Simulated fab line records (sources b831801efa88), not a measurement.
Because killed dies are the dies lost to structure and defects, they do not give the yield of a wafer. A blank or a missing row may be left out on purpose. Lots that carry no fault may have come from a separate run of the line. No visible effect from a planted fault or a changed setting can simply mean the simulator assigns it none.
fab line records	flow sky130
record: lots: 6	wafers: 18	last-day: 49
route steps=708 shown VIA1@474 METAL2@483 PAD_OPEN@708
lots with no fault: from the same line, run without faults
start-h: hours from the record's first day to the start of the lot's first wafer shown	wait-h: hours from the lot's prior step to this one	" same as the row above	L1.1+2: a row that stands for several wafers	- no value present, or no start provided	* or withheld: withheld	< > ~ a bound
route shown NAME@n: NAME is a module with steps in the file, n the number in the route of the first one	usual: the fault-free wafers' mean and standard deviation	same: alike in all rows	chamber/n: place in a boat	sites: the reading at each site	_std_site: the standard deviation of these	_edge_site: the outer-site mean with the inner-site mean subtracted	radius-mm: for every site, how far away it sits from the centre of the wafer	mask NAME#n: copy n	behind: the most recent tool/chamber to have shaped the wafer	hold: cause of the lot's hold/its duration in hours/its outcome	device: which transistor (n, p or np) failed to switch	end of line: at the end of the route, the tests of the same wafers	a step given without rows: its recipe and nothing more	killed: at the first sort, the dies lost to defects and structure; wafer yield is something else	map: a wafer's dies, marking killed ones x, the rest . and places with no die _
set.NAME: the setting the step ran with; set.NAME@STEP: the setting that earlier step ran with	model.NAME: the simulator's own value behind a step, which no gauge read
lots at selected steps of the route; one table per step, one row per wafer
services: from which hour (start-h, from the record's first day; less than 0 if before it) a tool's chamber was out of use, for how many hours, and why
== steps ==
step: SKY_VIA1_STRIP_16
recipe: chemistry: O2/N2	power-w: 1400	pressure-mtorr: 1500	platen-temp-c: withheld	o2-flow-sccm: 3000	n2-flow-sccm: 300	overash-fraction: 0.5
usual: drypump-motor-current-A: 5.7/0.49	oes-product-au: 0.416/0.0047	strip-time-to-endpoint-s: 4.464/0.022
lot.wafer	tool	chamber	start-h	wait-h	drypump-motor-current-A	oes-product-au	rf-hours-counter-h	strip-time-to-endpoint-s
L351.2	plasma-asher-02	0	801.40	0.0	4.9	0.421	99	4.480
L351.5	"	0	"	"	4.9	0.412	-	4.439
L351.6	"	1	"	"	5.6	0.416	-	4.417
L357.1	plasma-asher-04	0	852.85	0.0	5.6	0.411	72	4.476
L357.3	"	1	"	"	5.9	0.414	-	4.468
L357.5	"	1	"	"	5.8	0.418	-	4.474
L364.2	plasma-asher-04	1	904.97	0.0	5.8	0.417	78	4.499
L364.4	"	0	"	"	5.7	0.415	-	4.479
L364.6	"	0	"	"	5.6	0.416	-	4.451
L365.1	plasma-asher-02	1	922.25	0.0	5.6	0.415	113	4.462
L365.2	"	0	"	"	4.9	0.416	113	4.440
L365.4	"	1	"	"	5.6	0.418	-	4.433
L367.1	plasma-asher-03	1	927.35	0.0	5.4	0.412	17	4.464
L367.2	"	0	"	"	6.5	0.409	17	4.460
L367.5	"	0	"	"	6.4	0.421	-	4.475
L368.2	plasma-asher-03	1	929.15	0.0	5.4	0.411	17	4.452
L368.3	"	1	"	"	5.4	0.419	-	4.488
L368.4	"	0	"	"	6.5	0.423	-	4.464
step: SKY_VIA1_STRIP_17
recipe: chemistry: post-etch-residue-remover	time-s: 1200	temp-c: 72.5
step: SKY_VIA1_CLEAN_18
recipe: chemistry: IPA	time-s: 180	temp-c: 25
step: SKY_VIA1_CLEAN_19
recipe: chemistry: O3/DIW	dry: n2-spin
step: SKY_VIA1_SPUTTER_20
recipe: material: TiN	target-thk-nm: 20	chamber-pressure-pa: 5	power-w: 4000	time-s: 80
step: SKY_VIA1_CVD_21
recipe: material: W	target-thk-nm: 270	time-s: 80.902	temp-c: 400	pressure-torr: 40
usual: chamber-pressure-Torr: 40.01/0.086	heater-power-w: 924/67
lot.wafer	tool	chamber	start-h	wait-h	chamber-pressure-Torr	heater-power-w
L351.2	cvd-w-02	0	802.06	0.0	39.99	854
L351.5	"	0	"	"	39.98	874
L351.6	"	1	"	"	40.06	906
L357.1	cvd-w-02	1	853.51	0.0	40.04	916
L357.3	"	1	"	"	40.06	892
L357.5	"	1	"	"	39.96	929
L364.2	cvd-w-02	0	905.65	0.0	40.02	874
L364.4	"	1	"	"	39.90	913
L364.6	"	1	"	"	40.00	889
L365.1	cvd-w-02	0	922.92	0.0	39.95	868
L365.2	"	0	"	"	40.05	894
L365.4	"	0	"	"	40.07	871
L367.1	cvd-w-01	0	928.04	0.0	40.09	954
L367.2	"	1	"	"	39.92	866
L367.5	"	1	"	"	39.93	892
L368.2	cvd-w-01	1	929.85	0.0	39.99	883
L368.3	"	0	"	"	39.99	973
L368.4	"	1	"	"	40.03	873
step: SKY_VIA1_RS_MEAS_22
recipe: thk-meas-gauge: four-point-probe	reads: W_of_VIA1_CVD_21+TiN_of_VIA1_SPUTTER_20
usual: VIA1_W_RS: 0.432/0.0042
lot.wafer	tool	chamber	start-h	wait-h	VIA1_W_RS[ohm/sq]
L351.2	film-metro-02	-	802.17	0.1	0.428
L351.5	"	-	"	"	0.429
L351.6	"	-	"	"	0.432
L357.1	film-metro-01	-	853.60	0.1	0.437
L357.3	"	-	"	"	0.442
L357.5	"	-	"	"	0.442
L364.2	film-metro-03	-	905.76	0.1	0.433
L364.4	"	-	"	"	0.429
L364.6	"	-	"	"	0.433
L365.1	film-metro-03	-	923.10	0.2	0.433
L365.2	"	-	"	"	0.435
L365.4	"	-	"	"	0.431
L367.1	film-metro-01	-	928.13	0.1	0.432
L367.2	"	-	"	"	0.429
L367.5	"	-	"	"	0.431
L368.2	film-metro-01	-	929.96	0.1	0.431
L368.3	"	-	"	"	0.436
L368.4	"	-	"	"	0.429
step: SKY_VIA1_THK_MEAS_23
recipe: thk-meas-gauge: xrf	reads: W_of_VIA1_CVD_21
usual: VIA1_W_THK: 269/3.2
lot.wafer	tool	chamber	start-h	wait-h	VIA1_W_THK[nm]
L351.2	film-metro-02	-	802.28	0.1	272
L351.5	"	-	"	"	272
L351.6	"	-	"	"	271
L357.1	film-metro-01	-	853.72	0.1	263
L357.3	"	-	"	"	263
L357.5	"	-	"	"	263
L364.2	film-metro-03	-	905.87	0.1	265
L364.4	"	-	"	"	268
L364.6	"	-	"	"	265
L365.1	film-metro-03	-	923.22	0.1	267
L365.2	"	-	"	"	265
L365.4	"	-	"	"	267
L367.1	film-metro-01	-	928.25	0.1	271
L367.2	"	-	"	"	274
L367.5	"	-	"	"	271
L368.2	film-metro-01	-	930.07	0.1	271
L368.3	"	-	"	"	268
L368.4	"	-	"	"	274
step: SKY_VIA1_CMP_24
recipe: stop-on: SiO2	t-overpolish-s: 15	down-force-psi: 3.5	platen-rpm: 60	target-thk-nm: 0	pad-velocity-m-s: 0.94248
usual: motor-current-A: 11.1/1.2	overpolish-run-s: 15.000/0.0089	retaining-ring-pressure-frac: 1.000/0.0048	time-to-endpoint-s: 64/3.2
lot.wafer	tool	chamber	start-h	wait-h	motor-current-A	overpolish-run-s	retaining-ring-pressure-frac	time-to-endpoint-s
L351.2	cmp-01	1	802.33	0.0	12.9	14.988	1.005	61
L351.6	"	1	"	"	12.9	14.991	1.010	62
L351.5	"	2	"	"	10.4	14.996	0.993	65
L357.1	cmp-01	1	853.88	0.1	12.6	14.999	0.995	63
L357.3	"	2	"	"	10.5	14.993	1.002	66
L357.5	"	3	"	"	10.3	14.994	1.000	66
L364.2	cmp-01	2	906.02	0.1	10.4	14.999	1.011	64
L364.4	"	3	"	"	10.9	15.003	1.002	69
L364.6	"	1	"	"	12.0	14.988	1.009	63
L365.2	cmp-01	1	923.28	0.0	12.9	14.991	1.010	60
L365.1	"	3	"	"	10.8	15.011	0.999	66
L365.4	"	0	"	"	10.1	15.002	0.996	64
L367.2	cmp-02	2	928.36	0.1	12.2	15.006	0.997	64
L367.1	"	3	"	"	11.8	15.005	1.002	59
L367.5	"	2	"	"	12.7	14.989	1.001	65
L368.4	cmp-02	1	930.12	0.0	10.4	14.997	0.997	62
L368.2	"	3	"	"	12.1	15.025	0.998	62
L368.3	"	0	"	"	10.1	15.003	0.992	64
step: SKY_METAL2_SPUTTER_00
recipe: material: Ti	target-thk-nm: 15	power-w: 3000	time-s: 10	chamber-pressure-pa: 0.4
step: SKY_METAL2_SPUTTER_01
recipe: material: TiN	target-thk-nm: 20	power-w: 6500	time-s: 16.7	chamber-pressure-pa: 0.4
usual: throttle-valve-pct: 29.6/1.4
lot.wafer	tool	chamber	start-h	wait-h	throttle-valve-pct
L351.2	pvd-sputter-04	-	802.65	0.0	32.3
L351.5	"	-	"	"	29.3
L351.6	"	-	"	"	28.4
L357.1	pvd-sputter-02	-	854.10	0.0	28.5
L357.3	"	-	"	"	29.2
L357.5	"	-	"	"	28.7
L364.2	pvd-sputter-04	-	906.25	0.0	32.0
L364.4	"	-	"	"	28.7
L364.6	"	-	"	"	28.6
L365.1	pvd-sputter-04	-	923.60	0.0	28.5
L365.2	"	-	"	"	32.2
L365.4	"	-	"	"	28.9
L367.1	pvd-sputter-01	-	928.63	0.0	32.3
L367.2	"	-	"	"	31.4
L367.5	"	-	"	"	32.1
L368.2	pvd-sputter-02	-	930.45	0.0	30.5
L368.3	"	-	"	"	28.5
L368.4	"	-	"	"	29.3
step: SKY_METAL2_SPUTTER_02
recipe: material: AlCu	target-thk-nm: 250	power-w: 10600	time-s: 13.3	chamber-pressure-pa: 0.4
step: SKY_METAL2_SPUTTER_03
recipe: material: Ti	target-thk-nm: 5	power-w: 3000	time-s: 3.3	chamber-pressure-pa: 0.4
usual: throttle-valve-pct: 29.6/1.3
lot.wafer	tool	chamber	start-h	wait-h	throttle-valve-pct	model.Ti_of_METAL2_SPUTTER_03.thk-nm
L351.2	pvd-sputter-04	-	802.70	0.0	31.9	4.84
L351.5	"	-	"	"	29.4	4.788
L351.6	"	-	"	"	28.5	4.919
L357.1	pvd-sputter-02	-	854.15	0.0	28.4	4.834
L357.3	"	-	"	"	29.1	4.998
L357.5	"	-	"	"	28.7	5.026
L364.2	pvd-sputter-04	-	906.30	0.0	32.4	4.838
L364.4	"	-	"	"	28.4	7.551
L364.6	"	-	"	"	28.4	7.545
L365.1	pvd-sputter-04	-	923.65	0.0	28.6	5.05
L365.2	"	-	"	"	32.0	4.914
L365.4	"	-	"	"	28.5	7.673
L367.1	pvd-sputter-01	-	928.68	0.0	32.4	4.964
L367.2	"	-	"	"	31.4	4.876
L367.5	"	-	"	"	32.4	4.979
L368.2	pvd-sputter-02	-	930.50	0.0	30.5	4.842
L368.3	"	-	"	"	28.2	4.883
L368.4	"	-	"	"	29.5	5.056
step: SKY_METAL2_SPUTTER_04
recipe: material: TiN	target-thk-nm: 70	power-w: 6500	time-s: 58.3	chamber-pressure-pa: 0.4
usual: throttle-valve-pct: 29.6/1.4
lot.wafer	tool	chamber	start-h	wait-h	throttle-valve-pct
L351.2	pvd-sputter-04	-	802.72	0.0	32.1
L351.5	"	-	"	"	29.6
L351.6	"	-	"	"	28.5
L357.1	pvd-sputter-02	-	854.17	0.0	28.7
L357.3	"	-	"	"	29.3
L357.5	"	-	"	"	28.9
L364.2	pvd-sputter-04	-	906.31	0.0	32.2
L364.4	"	-	"	"	28.4
L364.6	"	-	"	"	28.6
L365.1	pvd-sputter-04	-	923.67	0.0	28.6
L365.2	"	-	"	"	31.9
L365.4	"	-	"	"	28.5
L367.1	pvd-sputter-01	-	928.70	0.0	32.7
L367.2	"	-	"	"	31.5
L367.5	"	-	"	"	32.3
L368.2	pvd-sputter-02	-	930.52	0.0	30.6
L368.3	"	-	"	"	28.7
L368.4	"	-	"	"	29.3
step: SKY_PAD_OPEN_PROBE_99
usual: defect-limited-yield: 82.6/1.9	killed_at_M0_to_M3: 42/7.1	killed_at_M4_up: 3.3/1.9	killed-at-contacts: 24/5	killed-at-front-end: 15/4.7	killed-at-other: 0.3/0.61	killed-dies: 86/9.6	killed-open: 47/7.5	killed-short: 38/6.6	sort_bin_3_pad_short: 0.9/0.42	sort_bin_5_function: 10.2/1.5	sort_bin_6_memory: 6.3/1.1	sort-n-pass: 406/9.6	sort-yield-pct: 82.6/1.9
same: gross-dies: 492	killed-at-back-side: 0	sort_bin_4_leakage[%]: 0	sort_bin_8_speed[%]: 0
lot.wafer	tool	chamber	start-h	wait-h	defect-limited-yield[%]	killed_at_M0_to_M3	killed_at_M4_up	killed-at-contacts	killed-at-front-end	killed-at-other	killed-dies	killed-open	killed-short	sort_bin_3_pad_short[%]	sort_bin_5_function[%]	sort_bin_6_memory[%]	sort-n-pass	sort-yield-pct[%]	model.etest.met2.rs-ohm-sq
L351.2	prober-01	-	1084.18	0.1	81.5	46	3	20	22	0	91	43	48	1.4	9.3	7.7	401	81.5	0.1299
L351.5	prober-01	-	1084.33	0.2	81.9	42	4	23	20	0	89	54	35	0.6	11.2	6.3	403	81.9	0.128
L351.6	prober-01	-	1084.38	0.2	80.3	44	2	31	20	0	97	58	38	1.0	11.4	7.3	395	80.3	0.1302
L357.1	prober-02	-	1124.34	0.1	86.4	32	0	25	10	0	67	44	23	0.2	7.1	6.3	425	86.4	0.128
L357.3	prober-02	-	1124.44	0.2	85.0	34	1	23	16	0	74	44	30	1.6	7.7	5.7	418	85.0	0.129
L357.5	prober-02	-	1124.54	0.2	81.9	45	3	28	12	1	89	49	39	1.0	11.2	5.9	403	81.9	0.1279
L364.2	prober-02	-	1162.62	0.1	80.1	49	3	30	16	0	98	54	44	1.0	11.2	7.7	394	80.1	0.1297
L364.4	prober-02	-	1162.72	0.2	78.7	63	4	27	11	0	105	60	43	1.4	11.0	8.9	387	78.7	0.1298
L364.6	prober-02	-	1162.82	0.2	82.9	43	3	26	12	0	84	53	31	0.4	11.6	5.1	408	82.9	0.1315
L365.1	prober-02	-	1175.77	0.1	79.9	48	2	22	27	0	99	60	39	0.6	12.2	7.3	393	79.9	0.1278
L365.2	prober-02	-	1175.82	0.1	83.1	35	6	30	11	1	83	38	45	1.0	10.0	5.9	409	83.1	0.1286
L365.4	prober-02	-	1175.92	0.2	84.3	41	4	18	14	0	77	35	42	1.2	8.3	6.1	415	84.3	0.1339
L367.1	prober-01	-	1177.27	0.1	85.8	33	3	21	13	0	70	48	22	0.8	9.6	3.9	422	85.8	0.1281
L367.2	prober-01	-	1177.32	0.1	83.9	41	3	20	13	2	79	44	33	1.0	10.2	4.9	413	83.9	0.129
L367.5	prober-01	-	1177.47	0.2	84.3	40	2	22	13	0	77	40	37	1.0	11.2	3.5	415	84.3	0.1265
L368.2	prober-02	-	1179.30	0.1	81.7	43	3	21	23	0	90	51	39	0.8	10.6	6.9	402	81.7	0.1283
L368.3	prober-02	-	1179.35	0.2	78.9	60	3	27	14	0	104	69	35	0.6	13.2	7.3	388	78.9	0.1284
L368.4	prober-02	-	1179.40	0.2	79.9	39	0	35	24	1	99	55	44	1.2	12.4	6.5	393	79.9	0.1269
killed by level:class
L351.2 CONTACT:geometric-particle:open=9 VIA1:geometric-particle:short=9 VIA1:geometric-particle:open=9 FIELD_ISO:geometric-particle:short=8 POLY_GATE:geometric-particle:short=6 CONTACT:geometric-particle:short=6 METAL2:geometric-particle:short=6 VIA2:geometric-particle:open=6
L351.5 VIA2:geometric-particle:open=13 CONTACT:geometric-particle:open=11 VIA1:geometric-particle:open=8 POLY_GATE:geometric-particle:short=6 LI_CONTACT:geometric-particle:open=6 VIA2:geometric-particle:short=5 FIELD_ISO:geometric-particle:short=4 FIELD_ISO:geometric-particle:open=4
L351.6 CONTACT:geometric-particle:open=12 VIA2:geometric-particle:open=11 LI_CONTACT:geometric-particle:open=9 VIA3:geometric-particle:open=8 METAL1:geometric-particle:short=7 CONTACT:geometric-particle:short=6 VIA1:geometric-particle:open=6 FIELD_ISO:geometric-particle:short=5
L357.1 CONTACT:geometric-particle:open=9 VIA3:geometric-particle:open=8 LI_CONTACT:geometric-particle:open=7 VIA1:geometric-particle:open=6 LOCAL_INTERCONNECT:geometric-particle:short=5 FIELD_ISO:geometric-particle:open=3 VIA2:geometric-particle:short=3 POLY_GATE:geometric-particle:open=3
L357.3 CONTACT:geometric-particle:open=10 FIELD_ISO:geometric-particle:short=7 VIA1:geometric-particle:open=7 VIA3:geometric-particle:open=6 FIELD_ISO:geometric-particle:open=5 VIA2:geometric-particle:short=5 LI_CONTACT:geometric-particle:open=5 VIA2:geometric-particle:open=3
L357.5 LI_CONTACT:geometric-particle:open=10 VIA2:geometric-particle:open=9 VIA1:geometric-particle:open=9 CONTACT:geometric-particle:open=7 LI_CONTACT:geometric-particle:short=5 VIA1:geometric-particle:short=5 METAL1:geometric-particle:short=5 VIA3:geometric-particle:open=5
L364.2 VIA1:geometric-particle:open=11 VIA3:geometric-particle:open=10 CONTACT:geometric-particle:open=8 LI_CONTACT:geometric-particle:open=7 LI_CONTACT:geometric-particle:short=6 METAL2:geometric-particle:short=6 VIA2:geometric-particle:open=6 VIA2:geometric-particle:short=6
L364.4 VIA1:geometric-particle:open=20 LI_CONTACT:geometric-particle:open=8 VIA2:geometric-particle:open=8 CONTACT:geometric-particle:open=8 VIA2:geometric-particle:short=6 FIELD_ISO:geometric-particle:open=5 LOCAL_INTERCONNECT:geometric-particle:short=5 METAL2:geometric-particle:short=5
L364.6 VIA1:geometric-particle:open=13 LI_CONTACT:geometric-particle:open=10 VIA3:geometric-particle:open=9 CONTACT:geometric-particle:open=7 METAL2:geometric-particle:short=6 FIELD_ISO:geometric-particle:open=5 LOCAL_INTERCONNECT:geometric-particle:short=5 METAL1:geometric-particle:short=4
L365.1 VIA1:geometric-particle:open=13 CONTACT:geometric-particle:open=11 LI_CONTACT:geometric-particle:open=7 VIA2:geometric-particle:open=7 POLY_GATE:geometric-particle:short=6 VIA3:geometric-particle:open=6 FIELD_ISO:geometric-particle:open=5 FIELD_ISO:geometric-particle:short=4
L365.2 LI_CONTACT:geometric-particle:open=8 CONTACT:geometric-particle:open=7 CONTACT:geometric-particle:short=7 VIA1:geometric-particle:open=6 METAL2:geometric-particle:short=6 LOCAL_INTERCONNECT:geometric-particle:short=5 VIA3:geometric-particle:open=5 VIA2:geometric-particle:open=4
L365.4 METAL2:geometric-particle:short=8 CONTACT:geometric-particle:open=6 POLY_GATE:geometric-particle:open=5 CONTACT:geometric-particle:short=5 VIA1:geometric-particle:open=5 METAL1:geometric-particle:short=5 VIA3:geometric-particle:open=5 FIELD_ISO:geometric-particle:open=4
L367.1 CONTACT:geometric-particle:open=8 LI_CONTACT:geometric-particle:open=7 VIA1:geometric-particle:open=7 VIA3:geometric-particle:open=7 METAL3:geometric-particle:short=5 SPACER:geometric-particle:open=4 VIA2:geometric-particle:open=4 METAL1:geometric-particle:short=3
L367.2 VIA1:geometric-particle:open=9 VIA2:geometric-particle:open=9 FIELD_ISO:geometric-particle:open=6 LI_CONTACT:geometric-particle:open=6 CONTACT:geometric-particle:open=5 VIA1:geometric-particle:short=5 METAL2:geometric-particle:short=5 VIA3:geometric-particle:open=4
L367.5 LI_CONTACT:geometric-particle:open=8 VIA2:geometric-particle:open=6 VIA1:geometric-particle:open=6 VIA1:geometric-particle:short=6 CONTACT:geometric-particle:short=5 CONTACT:geometric-particle:open=5 POLY_GATE:geometric-particle:open=4 METAL1:geometric-particle:short=4
L368.2 VIA1:geometric-particle:open=10 VIA3:geometric-particle:open=10 CONTACT:geometric-particle:open=8 FIELD_ISO:geometric-particle:open=7 POLY_GATE:geometric-particle:open=5 POLY_GATE:geometric-particle:short=5 METAL2:geometric-particle:short=5 VIA1:geometric-particle:short=5
L368.3 VIA1:geometric-particle:open=16 CONTACT:geometric-particle:open=11 LI_CONTACT:geometric-particle:open=9 VIA3:geometric-particle:open=9 VIA2:geometric-particle:open=7 METAL2:geometric-particle:short=6 FIELD_ISO:geometric-particle:open=4 LI_CONTACT:geometric-particle:short=4
L368.4 LI_CONTACT:geometric-particle:open=11 CONTACT:geometric-particle:open=9 METAL2:geometric-particle:short=9 VIA1:geometric-particle:open=7 CONTACT:geometric-particle:short=6 POLY_GATE:geometric-particle:open=5 LI_CONTACT:geometric-particle:short=5 METAL1:geometric-particle:short=5
== services ==
tool	chamber	start-h	hours	kind
pvd-sputter-02	-	779.68	0.9	repair
cmp-02	-	780.18	1.8	repair
pvd-sputter-02	-	802.63	1.2	repair
plasma-asher-03	-	807.92	1.5	repair
plasma-asher-03	-	849.57	1.6	repair
pvd-sputter-02	-	862.50	4.1	repair
cmp-01	-	864.45	6.7	pm
cvd-w-02	-	864.74	3.9	repair
plasma-asher-03	-	896.06	14.6	pm
cmp-02	-	896.10	2.9	repair
cvd-w-01	-	904.00	14.0	pm
cvd-w-01	0	904.00	14.0	vent-cycle
cvd-w-01	1	904.00	14.0	vent-cycle
cmp-01	-	905.01	0.5	repair
pvd-sputter-04	-	909.22	0.7	repair
cmp-02	-	912.23	4.0	pm
cmp-02	-	913.34	1.3	repair
cmp-02	-	916.23	-	consumable-replace:conditioner
cmp-02	-	916.23	-	consumable-replace:pad
cvd-w-02	1	916.64	7.3	repair
cvd-w-01	0	918.00	-	clean
cvd-w-01	1	918.00	-	clean
== key ==
first-sign none at tools or gauges
model-effect: step: SKY_METAL2_SPUTTER_03	value: Ti_of_METAL2_SPUTTER_03.thk-nm	without: 4.926	struck: 7.59
model-effect: step: SKY_PAD_OPEN_PROBE_99	value: etest.met2.rs-ohm-sq	without: 0.1286	struck: 0.1317
met-at SKY_METAL2_SPUTTER_03
struck-wafers L364.4,L364.6,L365.4
onset-between 802.70 906.30
fault: kind: process-parameter-drift	tool: pvd-sputter-04	chamber: -	onset-h: 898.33	steps: SKY_METAL2_SPUTTER_03	channel: target-thk-nm	offset: 2.6635	shape: step	end-h: 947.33	scope: struck-wafers-only	acts-in: these-recipes-only	stated: 5
